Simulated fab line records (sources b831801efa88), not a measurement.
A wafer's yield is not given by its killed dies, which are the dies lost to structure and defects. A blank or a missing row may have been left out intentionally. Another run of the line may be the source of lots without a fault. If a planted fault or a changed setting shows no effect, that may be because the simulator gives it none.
Split-lot experiment    flow gf180mcu    on a route of 602 steps: 5 lots, 23 wafers read

## THE SPLIT ITSELF
At GF_STI_PEB_10 (peb time 90 s), the setting peb temp c was moved away from the recipe's 135 C on 11 of the 23 wafers read, by -2.1% to +2.7%. This setting was run at the recipe's value on the other wafers.

## SPLIT TO READING: what lies between them in the file, 1 step
- GF_STI_DEVELOP_11: develop time 60 s

## THE READING
cd nm, in nm, at GF_STI_CD_MEAS_12 (target cd 220 nm). On this fab line, fault-free wafers typically give 220.2 nm with a standard deviation of 1.2 nm.

wafer   tool, chamber at the split  peb temp c as run, C  against the recipe  cd nm, nm  against lot-mates on the recipe
L074.1  litho track-01, 0           135                   recipe              220.0      -
L074.2  litho track-01, 0           135                   recipe              221.4      -
L074.4  litho track-01, 0           133.3                 -1.3%               225.6      +5.0
L074.5  litho track-01, 0           133.3                 -1.3%               225.4      +4.8
L074.6  litho track-01, 0           135                   recipe              220.5      -
L077.1  litho track-02, 0           135                   recipe              218.9      -
L077.2  litho track-02, 0           135                   recipe              220.6      -
L077.4  litho track-02, 0           132.1                 -2.1%               228.2      +8.4
L077.5  litho track-02, 0           132.1                 -2.1%               227.9      +8.2
L077.6  litho track-02, 0           132.1                 -2.1%               227.9      +8.2
L079.1  litho track-03, 0           135                   recipe              222.3      -
L079.3  litho track-03, 0           135                   recipe              220.5      -
L079.6  litho track-03, 0           135                   recipe              222.0      -
L078.1  litho track-03, 0           138.7                 +2.7%               211.9      -7.6
L078.2  litho track-03, 0           135                   recipe              219.5      -
L078.4  litho track-03, 0           138.7                 +2.7%               210.1      -9.4
L078.5  litho track-03, 0           135                   recipe              219.5      -
L078.6  litho track-03, 0           138.7                 +2.7%               212.4      -7.1
L084.1  litho track-02, 0           132.9                 -1.6%               226.5      +6.8
L084.2  litho track-02, 0           132.9                 -1.6%               227.6      +7.9
L084.3  litho track-02, 0           135                   recipe              219.5      -
L084.5  litho track-02, 0           135                   recipe              219.8      -
L084.6  litho track-02, 0           132.9                 -1.6%               226.9      +7.2

THE FIT
A straight line over all 23 wafers: cd nm changes by -3.51 nm for each +1% of peb temp c; r = -0.98; the points scatter about the line by 0.98 nm.
The same after taking each lot's own level away (the mean of its wafers on the recipe; 23 wafers): -3.47 nm for each +1%; r = -0.98; scatter 0.98 nm.
According to that fit, moving peb temp c by its largest amount changes the reading by 9.5 nm.
From 219.50 to 221.60 nm: that is the span of the lots' own levels, equal to 1.7 times the standard deviation above.
The two slopes agree, so the slope changes little with the lot-to-lot level.
Check: with one of the wafers moved furthest among these (+2.7%) left out of the fit, the line predicts -9.34 nm for it against its lot-mates. Against them it came out at -7.6 nm.

## THE WHOLE CHAIN: every reading that the file lists as answering this split, in the file's order
step               what it does                                                                        reading                                                     change (the file's fit)               r (the file's)
GF_STI_CD_MEAS_12  target cd 220 nm                                                                    cd nm                                                       -3.56 nm for each +1% of the setting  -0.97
GF_STI_ETCH_13     etches the open film in CHF3/O2, stops on Si, target depth 282.31 nm, time 112.9 s  STI.cd nm (the simulator's own value, which no gauge read)  -3.5 nm for each +1% of the setting   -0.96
GF_STI_ETCH_14     etches Si in HBr/Cl2/O2, target depth 360 nm, time 102.9 s                          STI.cd nm (the simulator's own value, which no gauge read)  -3.75 nm for each +1% of the setting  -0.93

## FILE'S OWN FIT
cd nm changes by -3.56 nm for each +1% of peb temp c, r = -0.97.
